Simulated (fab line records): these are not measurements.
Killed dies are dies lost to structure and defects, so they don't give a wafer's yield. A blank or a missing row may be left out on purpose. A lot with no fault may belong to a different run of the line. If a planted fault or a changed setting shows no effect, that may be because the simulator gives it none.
fab line records -- flow sky130
[record] lots = 6, wafers = 18, last_day = 50
route steps=708 shown LDD_HVP@283 LDD_LDN@289
lots untouched by any fault: they come from a run of this same line in which no faults occurred
start_h: start of the lot's first displayed wafer, in hours after the record's first day -- wait_h: how many hours have passed since the lot's step before this one -- " same as the row above -- L1.1+2: a row that stands for several wafers -- - either no value or no given start -- * or withheld: withheld -- < > ~ a bound
route shown NAME@n: names a module that has steps shown in the file, with the first one's number in the route -- usual: average and standard deviation across the fault-free wafers -- same: alike in all rows -- chamber/n: place in a boat -- sites: readings site by site -- _std_site: standard deviation of those values -- _edge_site: the outer-site mean with the inner-site mean subtracted -- radius_mm: how far each site lies from the wafer's centre -- mask NAME#n: copy n -- behind: tool/chamber where the wafer was last shaped -- hold: why the lot went on hold/how many hours it stayed there/how the hold came to an end -- device: whichever transistor did not switch (one of n, p or np) -- end of line: the tests these same wafers got at the end of their route -- step lacking rows: just its recipe -- killed: dies lost to structure and defects at the first sort, not the wafer's yield -- map: per-die view of a wafer (x killed, . not killed, _ where there is no die)
set.NAME: the run value of the setting; set.NAME@STEP: its run value at that earlier step -- model.NAME: the simulator's own value behind a step, which no gauge read
certain route steps with their lots: each step a table, each wafer a row
services: the hour from which a tool's chamber was out of use, counted from the record's first day as start_h (under 0 if before that day), plus the number of hours and why
[[steps]]
[step SKY_LDD_HVP_PEB_05]
[recipe] temp_c = withheld, time_s = *, resist = NOVOLAK
[step SKY_LDD_HVP_DEVELOP_06]
[recipe] resist = NOVOLAK, developer = TMAH, develop_time_s = 60, dev_temp_c = 23
[step SKY_LDD_HVP_OVL_MEAS_07]
[usual] LDD_HVP_OVL = 0.6/1.7
lot.wafer,tool,chamber,start_h,wait_h,LDD_HVP_OVL[nm]
L498.1,overlay-01,-,482.06,0.1,1.8
L498.3,overlay-01,-,482.06,0.1,2.6
L498.4,overlay-01,-,482.06,0.1,2.3
L506.3,overlay-02,-,562.85,0.1,0.4
L506.4,overlay-02,-,562.85,0.1,0.7
L506.6,overlay-02,-,562.85,0.1,-1.9
L508.1,overlay-01,-,584.04,0.1,-0.6
L508.3,overlay-01,-,584.04,0.1,-0.1
L508.5,overlay-01,-,584.04,0.1,1.6
L514.1,overlay-01,-,625.21,0.1,-0.6
L514.2,overlay-01,-,625.21,0.1,-1.4
L514.3,overlay-01,-,625.21,0.1,-0.2
L516.1,overlay-02,-,640.76,0.1,2.6
L516.2,overlay-02,-,640.76,0.1,2.7
L516.4,overlay-02,-,640.76,0.1,2.9
L521.2,overlay-01,-,688.60,0.1,0.9
L521.3,overlay-01,-,688.60,0.1,2.3
L521.6,overlay-01,-,688.60,0.1,2.9
[step SKY_LDD_HVP_IMPLANT_08]
[recipe] species = B, energy_kev = 20, dose_cm2 = 1.7e+13, tilt_deg = 17.9
[step SKY_LDD_HVP_STRIP_09]
[recipe] chemistry = O2/N2, power_w = 1400, pressure_mtorr = 1500, platen_temp_c = withheld, o2_flow_sccm = 3000, n2_flow_sccm = 300, overash_fraction = 0.5
[usual] drypump_motor_current_A = 5.5/0.4, oes_product_au = 0.408/0.0048, strip_time_to_endpoint_s = 4.138/0.014
lot.wafer,tool,chamber,start_h,wait_h,drypump_motor_current_A,oes_product_au,rf_hours_counter_h,strip_time_to_endpoint_s
L498.1,plasma_asher-03,0,482.25,0.1,5.4,0.409,76,4.129
L498.3,plasma_asher-03,0,482.25,0.1,5.4,0.402,-,4.135
L498.4,plasma_asher-03,1,482.25,0.1,5.3,0.404,-,4.121
L506.3,plasma_asher-01,0,563.06,0.1,5.6,0.407,-,4.128
L506.4,plasma_asher-01,1,563.06,0.1,5.0,0.405,-,4.117
L506.6,plasma_asher-01,1,563.06,0.1,5.0,0.406,-,4.110
L508.1,plasma_asher-01,0,584.23,0.1,5.6,0.403,82,4.129
L508.3,plasma_asher-01,1,584.23,0.1,5.0,0.412,-,4.109
L508.5,plasma_asher-01,0,584.23,0.1,5.6,0.415,-,4.145
L514.1,plasma_asher-03,1,625.40,0.1,5.4,0.408,91,4.121
L514.2,plasma_asher-03,0,625.40,0.1,5.4,0.404,91,4.131
L514.3,plasma_asher-03,0,625.40,0.1,5.4,0.401,-,4.114
L516.1,plasma_asher-01,1,640.95,0.1,5.0,0.406,87,4.140
L516.2,plasma_asher-01,0,640.95,0.1,5.7,0.412,87,4.145
L516.4,plasma_asher-01,0,640.95,0.1,5.7,0.409,-,4.145
L521.2,plasma_asher-03,0,688.78,0.1,5.4,0.407,97,4.156
L521.3,plasma_asher-03,0,688.78,0.1,5.4,0.409,-,4.129
L521.6,plasma_asher-03,1,688.78,0.1,5.4,0.412,-,4.132
[step SKY_LDD_HVP_TW_MEAS_10]
[usual] LDD_HVP_TW = 455.0/2.4
lot.wafer,tool,chamber,start_h,wait_h,LDD_HVP_TW
L498.1,film_metro-02,-,482.35,0.1,454.7
L498.3,film_metro-02,-,482.35,0.1,456.1
L498.4,film_metro-02,-,482.35,0.1,451.6
L506.3,film_metro-03,-,563.15,0.1,457.7
L506.4,film_metro-03,-,563.15,0.1,456.5
L506.6,film_metro-03,-,563.15,0.1,457.0
L508.1,film_metro-04,-,584.33,0.1,451.0
L508.3,film_metro-04,-,584.33,0.1,450.2
L508.5,film_metro-04,-,584.33,0.1,454.1
L514.1,film_metro-04,-,625.50,0.1,454.1
L514.2,film_metro-04,-,625.50,0.1,452.6
L514.3,film_metro-04,-,625.50,0.1,455.3
L516.1,film_metro-02,-,641.05,0.1,455.2
L516.2,film_metro-02,-,641.05,0.1,454.3
L516.4,film_metro-02,-,641.05,0.1,453.8
L521.2,film_metro-04,-,688.89,0.1,449.9
L521.3,film_metro-04,-,688.89,0.1,453.7
L521.6,film_metro-04,-,688.89,0.1,454.1
[step SKY_LDD_LDN_DEHYDRATE_00]
[recipe] temp_c = 200, time_s = 60
[step SKY_LDD_LDN_HMDS_01]
[recipe] prime_time_s = 60, prime_temp_c = 120
[step SKY_LDD_LDN_COAT_02]
[recipe] resist = NOVOLAK, spin_rpm = 3000, resist_thk_nm = 1140
[step SKY_LDD_LDN_SOFTBAKE_03]
[recipe] temp_c = 90, time_s = 60, resist = NOVOLAK
[step SKY_LDD_LDN_EXPOSE_04]
[recipe] mask_id = LDNTM, na = 0.6, source_shape = conventional, sigma_outer = 0.6, polarization = unpolarized, target_cd_nm = 700, dose_mj = 140
[step SKY_LDD_LDN_PEB_05]
[recipe] temp_c = withheld, time_s = *, resist = NOVOLAK
[step SKY_LDD_LDN_DEVELOP_06]
[recipe] resist = NOVOLAK, developer = TMAH, develop_time_s = 60, dev_temp_c = 23
lot.wafer,tool,chamber,start_h,wait_h
L498.1+3+4,litho_track-02,0,512.87,0.1
L506.3+4+6,litho_track-02,0,592.67,0.1
L508.1+3+5,litho_track-02,0,613.72,0.1
L514.1+2+3,litho_track-03,0,653.86,0.1
L516.1+2+4,litho_track-03,0,669.06,0.1
L521.2+3+6,litho_track-04,0,715.82,0.1
[step SKY_LDD_LDN_OVL_MEAS_07]
[usual] LDD_LDN_OVL = -0.7/1.1
lot.wafer,tool,chamber,start_h,wait_h,LDD_LDN_OVL[nm]
L498.1,overlay-02,-,513.02,0.1,-0.2
L498.3,overlay-02,-,513.02,0.1,-0.6
L498.4,overlay-02,-,513.02,0.1,-4.1
L506.3,overlay-02,-,592.78,0.1,-
L506.4,overlay-02,-,592.78,0.1,-
L506.6,overlay-02,-,592.78,0.1,-
L508.1,overlay-01,-,613.87,0.1,-
L508.3,overlay-01,-,613.87,0.1,-
L508.5,overlay-01,-,613.87,0.1,-
L514.1,overlay-01,-,654.01,0.1,-0.4
L514.2,overlay-01,-,654.01,0.1,-1.1
L514.3,overlay-01,-,654.01,0.1,1.2
L516.1,overlay-02,-,669.21,0.1,-0.6
L516.2,overlay-02,-,669.21,0.1,-0.4
L516.4,overlay-02,-,669.21,0.1,0.0
L521.2,overlay-01,-,715.95,0.1,-0.9
L521.3,overlay-01,-,715.95,0.1,-0.3
L521.6,overlay-01,-,715.95,0.1,-0.5
[step SKY_LDD_LDN_IMPLANT_08]
[recipe] species = As, energy_kev = 15, dose_cm2 = 1.25e+13, tilt_deg = withheld, rotation_deg = 23
[step SKY_LDD_LDN_IMPLANT_09]
[recipe] species = As, energy_kev = 15, dose_cm2 = 1.25e+13, tilt_deg = withheld, rotation_deg = 113
[step SKY_LDD_LDN_IMPLANT_10]
[recipe] species = As, energy_kev = 15, dose_cm2 = 1.25e+13, tilt_deg = withheld, rotation_deg = 203
[step SKY_LDD_LDN_IMPLANT_11]
[recipe] species = As, energy_kev = 15, dose_cm2 = 1.25e+13, tilt_deg = withheld, rotation_deg = 293
[step SKY_LDD_LDN_STRIP_12]
[recipe] chemistry = O2/N2, power_w = 1400, pressure_mtorr = 1500, platen_temp_c = withheld, o2_flow_sccm = 3000, n2_flow_sccm = 300, overash_fraction = 0.5
[usual] drypump_motor_current_A = 5.5/0.58, oes_product_au = 0.715/0.0046, strip_time_to_endpoint_s = 14.18/0.037
lot.wafer,tool,chamber,start_h,wait_h,drypump_motor_current_A,oes_product_au,rf_hours_counter_h,strip_time_to_endpoint_s
L498.1,plasma_asher-04,1,513.66,0.1,5.8,0.711,8,14.21
L498.3,plasma_asher-04,1,513.66,0.1,5.8,0.716,-,14.25
L498.4,plasma_asher-04,0,513.66,0.1,4.7,0.725,-,14.16
L506.3,plasma_asher-04,1,593.44,0.1,5.8,0.717,-,14.19
L506.4,plasma_asher-04,0,593.44,0.1,4.7,0.701,-,14.13
L506.6,plasma_asher-04,1,593.44,0.1,5.8,0.715,-,14.18
L508.1,plasma_asher-04,0,614.51,0.1,4.7,0.714,18,14.23
L508.3,plasma_asher-04,0,614.51,0.1,4.7,0.719,-,14.18
L508.5,plasma_asher-04,1,614.51,0.1,5.8,0.719,-,14.21
L514.1,plasma_asher-01,1,654.65,0.1,5.0,0.723,88,14.16
L514.2,plasma_asher-01,0,654.65,0.1,5.7,0.716,88,14.19
L514.3,plasma_asher-01,1,654.65,0.1,5.0,0.712,-,14.18
L516.1,plasma_asher-04,1,669.85,0.1,5.8,0.713,24,14.19
L516.2,plasma_asher-04,0,669.85,0.1,4.7,0.719,24,14.22
L516.4,plasma_asher-04,1,669.85,0.1,5.8,0.719,-,14.15
L521.2,plasma_asher-02,0,716.58,0.1,6.4,0.705,54,14.20
L521.3,plasma_asher-02,1,716.58,0.1,6.0,0.718,-,14.21
L521.6,plasma_asher-02,0,716.58,0.1,6.4,0.716,-,14.23
[step SKY_LDD_LDN_TW_MEAS_13]
[usual] LDD_LDN_TW = 1480/14
lot.wafer,tool,chamber,start_h,wait_h,LDD_LDN_TW
L498.1,film_metro-04,-,513.76,0.1,1479
L498.3,film_metro-04,-,513.76,0.1,1483
L498.4,film_metro-04,-,513.76,0.1,1484
L506.3,film_metro-04,-,593.53,0.1,30
L506.4,film_metro-04,-,593.53,0.1,30
L506.6,film_metro-04,-,593.53,0.1,30
L508.1,film_metro-03,-,614.61,0.1,30
L508.3,film_metro-03,-,614.61,0.1,30
L508.5,film_metro-03,-,614.61,0.1,30
L514.1,film_metro-04,-,654.75,0.1,1484
L514.2,film_metro-04,-,654.75,0.1,1482
L514.3,film_metro-04,-,654.75,0.1,1479
L516.1,film_metro-01,-,669.95,0.1,1503
L516.2,film_metro-01,-,669.95,0.1,1503
L516.4,film_metro-01,-,669.95,0.1,1511
L521.2,film_metro-04,-,716.69,0.1,1472
L521.3,film_metro-04,-,716.69,0.1,1468
L521.6,film_metro-04,-,716.69,0.1,1464
[step SKY_LDD_LDN_CLEAN_14]
[recipe] chemistry = SC1/SC2, mix = 1:4:20, temp_c = 70, time_s = 150, dry = n2_spin
[[services]]
tool,chamber,start_h,hours,kind
plasma_asher-04,-,461.21,0.4,repair
plasma_asher-04,-,475.84,2.6,repair
plasma_asher-03,-,489.10,1.6,repair
plasma_asher-02,-,509.18,1.6,repair
plasma_asher-02,-,531.96,2.9,repair
plasma_asher-03,-,533.84,0.4,repair
litho_track-02,-,535.07,-,consumable_replace:filter
plasma_asher-02,-,559.04,0.4,repair
plasma_asher-01,-,591.89,2.8,pm
plasma_asher-02,-,673.16,2.3,repair
plasma_asher-02,-,687.32,2.1,repair
[[key]]
[first_sign] step = SKY_LDD_LDN_OVL_MEAS_07, reading = LDD_LDN_OVL, direction = missing
[effect] step = SKY_LDD_LDN_TW_MEAS_13, reading = LDD_LDN_TW, direction = down, sigmas = 99+, usual = 1480, struck = 30
met_at SKY_LDD_LDN_DEVELOP_06
struck_wafers L506.3,L506.4,L506.6,L508.1,L508.3,L508.5
sort_left_out L506.3,L506.4,L506.6,L508.1,L508.3,L508.5
tester_left_out L506,L508
onset_between 512.87 592.67
[fault] kind = process_parameter_drift, tool = litho_track-02, chamber = -, onset_h = 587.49, steps = SKY_LDD_LDN_DEVELOP_06, channel = develop_time_s, offset = *, shape = step, end_h = 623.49, acts_in = *, stated = *
// tester_left_out: of these lots the tester's yield and bins aren't shown, on N5 and GAA mostly nor the transistor test; their killed dies are dies lost to structure and defects alone, not to doping, threshold or leakage, so they don't give the yield
// sort_left_out: the simulated sort isn't trusted on such a fault, so these wafers' sort isn't shown, and their yield isn't known
